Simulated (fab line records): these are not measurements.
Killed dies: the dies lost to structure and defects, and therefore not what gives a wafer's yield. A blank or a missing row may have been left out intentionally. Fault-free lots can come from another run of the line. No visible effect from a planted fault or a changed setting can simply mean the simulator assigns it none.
Which tool is to blame?    flow sky130    Sampling: 10 lots, 30 wafers, 3 of 708 route steps

== WHAT THE GAUGES READ, wafer by wafer ==
SKY_VIA3_RS_MEAS_22: a four-point-probe measurement.
lot   measured      on            VIA3_W_RS (ohm/sq)
L409  day 42 18:13  filmMetro-01  0.294 0.295 0.295
L410  day 43 00:15  filmMetro-04  0.299 0.302 0.300
L411  day 43 05:44  filmMetro-01  0.296 0.297 0.289
L413  day 43 18:20  filmMetro-02  0.406 0.296 0.296 0.406 0.297 0.296
L414  day 43 20:44  filmMetro-02  0.411 0.295 0.295 0.411 0.295 0.296
L416  day 44 11:02  filmMetro-01  0.411 0.298 0.294 0.410 0.298 0.293
L424  day 47 00:36  filmMetro-04  0.298 0.301 0.301
L426  day 47 04:49  filmMetro-02  0.297 0.301 0.299
L427  day 47 11:59  filmMetro-01  0.300 0.297 0.295
L428  day 47 15:13  filmMetro-02  0.296 0.292 0.294

== WHAT TOOL EACH LOT RAN ON (gives the tool, then ch and the chambers of the sampled wafers, and finally the start) ==
lot   SKY_VIA3_CMP_02                SKY_VIA3_CVD_21
L409  cmp-01 ch 0,1,3, day 41 15:45  cvdW-02 ch 0,1, day 42 18:06
L410  cmp-01 ch 0,2,3, day 41 22:24  cvdW-02 ch 0,1, day 43 00:06
L411  cmp-01 ch 0,1,3, day 42 03:57  cvdW-01 ch 0,1, day 43 05:36
L413  cmp-02 ch 0,1,2, day 42 16:27  cvdW-02 ch 0,1, day 43 18:13
L414  cmp-01 ch 1,3, day 42 19:21    cvdW-02 ch 0,1, day 43 20:36
L416  cmp-01 ch 1,2,3, day 43 10:40  cvdW-02 ch 0,1, day 44 10:55
L424  cmp-01 ch 1,2,3, day 46 01:47  cvdW-02 ch 0, day 47 00:27
L426  cmp-02 ch 0,1,3, day 46 05:22  cvdW-02 ch 0,1, day 47 04:41
L427  cmp-02 ch 0,1,3, day 46 13:31  cvdW-02 ch 0,1, day 47 11:51
L428  cmp-01 ch 0,1,2, day 46 16:31  cvdW-02 ch 0,1, day 47 15:04
- SKY_VIA3_CMP_02: polishes SiO2.
- SKY_VIA3_CVD_21: deposits W, target thk 390 nm, time 117.31 s.

== THE ANSWER, worked out from the rows above alone ==
Rule: the usual values come from the lots themselves. Put in order of their means at a reading, lots are off if they are a third of the lots or fewer, leave a main group of 4 or more, and stand apart from it by a gap of 3 or more times the standard deviation of the main group's means; of several such gaps the widest counts. Not used: any main group whose means are identical at the precision the tables above print for the reading. A lot without any number at a reading at which 4 lots or more have one is off too. Any other lot the step has rows for is counted as sound.
Off: L413, L414, L416, at SKY_VIA3_RS_MEAS_22 (VIA3_W_RS). Main group: mean 0.297 ohm/sq, sd 0.0026.
A tool fits if, at a process step before that reading, it ran every lot that is off, and no sound lot after the first of them. The gauges at SKY_VIA3_RS_MEAS_22 are tried like those tools. Not one of the candidates tried fits.

== WHAT THE SIMULATOR PUT IN ==
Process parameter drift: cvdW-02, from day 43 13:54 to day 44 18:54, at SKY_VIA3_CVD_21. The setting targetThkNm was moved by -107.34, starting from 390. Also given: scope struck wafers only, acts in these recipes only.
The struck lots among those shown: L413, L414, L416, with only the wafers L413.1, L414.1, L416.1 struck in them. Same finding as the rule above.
